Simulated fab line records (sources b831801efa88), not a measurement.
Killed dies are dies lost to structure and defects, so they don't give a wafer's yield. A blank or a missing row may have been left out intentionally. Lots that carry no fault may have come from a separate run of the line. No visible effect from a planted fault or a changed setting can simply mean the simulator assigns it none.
Which tool did it?	flow gf180mcu	14 lots with 42 wafers sampled at 2 steps, on a route of 602 steps

## WHAT THE GAUGES READ, wafer by wafer
GF_VT_IMPLANT_OVL_MEAS_07.
lot	measured	on	VT_IMPLANT_OVL (nm)
L889	day 5 14:22	overlay-01	0.5 -1.0 -1.3
L890	day 5 20:23	overlay-01	1.9 0.4 0.9
L891	day 6 05:16	overlay-02	1.1 -0.8 -1.2
L893	day 6 14:26	overlay-02	0.7 0.3 -1.0
L894	day 7 00:28	overlay-02	-0.2 0.7 0.0
L895	day 7 05:13	overlay-01	-0.5 -1.3 -1.1
L896	day 7 11:47	overlay-01	0.4 0.3 1.7
L897	day 7 17:30	overlay-01	0.7 0.1 -0.3
L898	day 8 00:14	overlay-02	1.2 0.0 -0.5
L899	day 8 04:53	overlay-01	-3.0 -1.2 -1.8
L902	day 9 00:46	overlay-02	-1.3 -1.9 -2.1
L903	day 9 05:57	overlay-02	-3.1 -2.9 -3.3
L911	day 11 05:51	overlay-02	-1.7 -1.1 0.3
L912	day 11 12:00	overlay-01	-1.6 -2.3 -1.3

GF_POLY_GATE_CD_MEAS_10: the cd target is 280 nm.
lot	measured	on	cdNm (nm)
L889	day 9 04:46	cdSem-02	277.0 276.5 277.3
L890	day 9 11:18	cdSem-01	278.5 278.7 278.5
L891	day 9 21:02	cdSem-01	280.1 281.1 280.0
L893	day 10 10:23	cdSem-01	279.1 279.7 279.1
L894	day 10 21:31	cdSem-01	279.2 278.6 277.7
L895	day 11 03:38	cdSem-01	281.5 279.4 280.7
L896	day 11 10:51	cdSem-01	281.8 282.4 282.0
L897	day 11 15:35	cdSem-02	279.8 280.1 281.0
L898	day 11 22:54	cdSem-01	281.4 281.0 281.4
L899	day 12 05:58	cdSem-01	279.8 279.9 279.0
L902	day 13 02:28	cdSem-02	280.5 281.4 280.0
L903	day 13 07:39	cdSem-01	280.9 281.8 281.6
L911	day 15 20:11	cdSem-01	280.0 280.5 280.2
L912	day 15 23:01	cdSem-02	281.8 282.0 281.0

## EACH LOT AND THE TOOL THAT RAN IT (in order: tool; ch and the chambers of the sampled wafers; start)
The record holds no process step before these readings.

## AS READ BY THE TOOLS THEMSELVES (means over the sampled wafers that have a number; for cases with no such wafer, the mark the record gives instead)
The record holds no such reading with a usual standard deviation.

## THE ANSWER, worked out from the rows above alone
Rule: what is usual is taken from the lots themselves. The widest of any qualifying gaps counts: lots, ordered by their means at a reading, are off when they make up no more than a third of the lots, leave a main group of 4 or more, and stand apart from it by 3 or more times the standard deviation of that group's means. A main group is skipped when, at the precision printed for the reading in the tables above, its means are all equal. A lot without any number at a reading at which 4 lots or more have one is off too. Any other lot the step has rows for is counted as sound. First the gauges in route order, then the tools' own readings, where a lot's mean is used as printed above. At the first step where some lot is off, the reading lying furthest off is the one used; lots without a number count as furthest.
Across all readings shown, no lot is off: no conclusion can be drawn from this.

## WHAT THE SIMULATOR HAD PUT IN
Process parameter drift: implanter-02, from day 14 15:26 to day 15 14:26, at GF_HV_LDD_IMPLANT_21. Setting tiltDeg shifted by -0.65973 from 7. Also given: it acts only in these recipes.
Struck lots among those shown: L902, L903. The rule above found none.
